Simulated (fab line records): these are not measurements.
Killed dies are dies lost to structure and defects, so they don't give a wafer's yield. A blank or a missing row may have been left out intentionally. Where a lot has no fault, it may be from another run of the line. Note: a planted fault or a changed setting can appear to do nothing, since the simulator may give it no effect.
Matching of chambers | flow sky130 | cmp-01 running SKY_VIA2_CMP_24: 4 sister chambers
The step polishes, stops on SiO2, t overpolish 20 s, target thk 0 nm. 22 wafers are shown with their chamber, then 11 later ones without.

== WAFERS PAIRED WITH THEIR CHAMBERS ==
wafer  | chamber | motor_current_A (A) | time_to_endpoint_s (s) | overpolish_run_s (s)
L171.1 | 1       | 10.1                | 105                    | 20.010
L171.2 | 3       | 9.9                 | 100                    | 20.001
L171.5 | 0       | 12.2                | 101                    | 20.003
L173.1 | 3       | 10.0                | 103                    | 20.019
L173.2 | 1       | 9.8                 | 108                    | 20.009
L173.4 | 0       | 12.2                | 103                    | 19.993
L178.1 | 2       | 10.6                | 103                    | 20.002
L178.3 | 1       | 9.7                 | 105                    | 20.002
L178.6 | 0       | 12.4                | 108                    | 19.990
L180.3 | 0       | 12.2                | 104                    | 19.986
L180.4 | 2       | 10.8                | 104                    | 19.990
L180.6 | 2       | 10.2                | 103                    | 20.008
L181.3 | 3       | 9.6                 | 99                     | 19.999
L181.4 | 1       | 10.2                | 104                    | 20.000
L181.6 | 0       | 12.4                | 103                    | 19.992
L183.1 | 2       | 10.7                | 103                    | 19.992
L183.2 | 0       | 11.9                | 99                     | 19.997
L183.6 | 0       | 12.2                | 105                    | 20.002
L188.1 | 0       | 12.9                | 101                    | 19.997
L188.2 | 2       | 10.6                | 103                    | 20.012
L188.4 | 1       | 9.9                 | 105                    | 20.014
L190.2 | 2       | 11.1                | 97                     | 19.998

SIGNATURES, as means of the wafers listed above
reading            | chamber 0 | chamber 1 | chamber 2 | chamber 3 | scatter within a chamber
motor_current_A    | 12.300    | 9.940     | 10.667    | 9.833     | 0.266
time_to_endpoint_s | 103.00    | 105.40    | 102.17    | 100.67    | 2.41
overpolish_run_s   | 19.99500  | 20.00700  | 20.00033  | 20.00633  | 0.00745
Rule: a wafer lies at a distance from a chamber equal to the root of the sum of squares, over the readings, of (its reading less the chamber's mean, divided by the reading's scatter). If the next closest chamber is less than 2 further off than the closest, the wafer can't be placed; otherwise it belongs to the closest. The scatter: the root of (the sum of the squares of (reading less its chamber's mean) over the shown wafers, divided by (wafers less chambers)).

== WAFERS WITHOUT THEIR CHAMBER ==
wafer  | motor_current_A (A) | time_to_endpoint_s (s) | overpolish_run_s (s)
L190.3 | 12.1                | 99                     | 19.997
L190.6 | 10.3                | 102                    | 19.994
L192.2 | 10.4                | 95                     | 19.997
L192.3 | 12.3                | 96                     | 20.008
L192.6 | 12.3                | 95                     | 20.007
L193.1 | 10.5                | 104                    | 20.011
L193.3 | 12.1                | 101                    | 20.008
L193.5 | 9.5                 | 101                    | 19.994
L194.2 | 9.5                 | 101                    | 19.990
L194.3 | 12.5                | 101                    | 19.994
L194.5 | 10.4                | 101                    | 20.003

== WHICH CHAMBER EACH ONE RAN IN ==
wafer  | from the rows above          | in truth
L190.3 | 0                            | 0
L190.6 | can't be placed: 2 or 3 or 1 | 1
L192.2 | can't be placed: 2 or 3 or 1 | 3
L192.3 | 0                            | 0
L192.6 | 0                            | 0
L193.1 | can't be placed: 2 or 1 or 3 | 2
L193.3 | 0                            | 0
L193.5 | can't be placed: 3 or 1      | 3
L194.2 | can't be placed: 3 or 1      | 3
L194.3 | 0                            | 0
L194.5 | can't be placed: 2 or 3 or 1 | 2
Placed correctly: 5 of 11. From these rows, 6 cannot be placed; in 6 the true chamber is one of the candidates. Placed wrongly: 0.
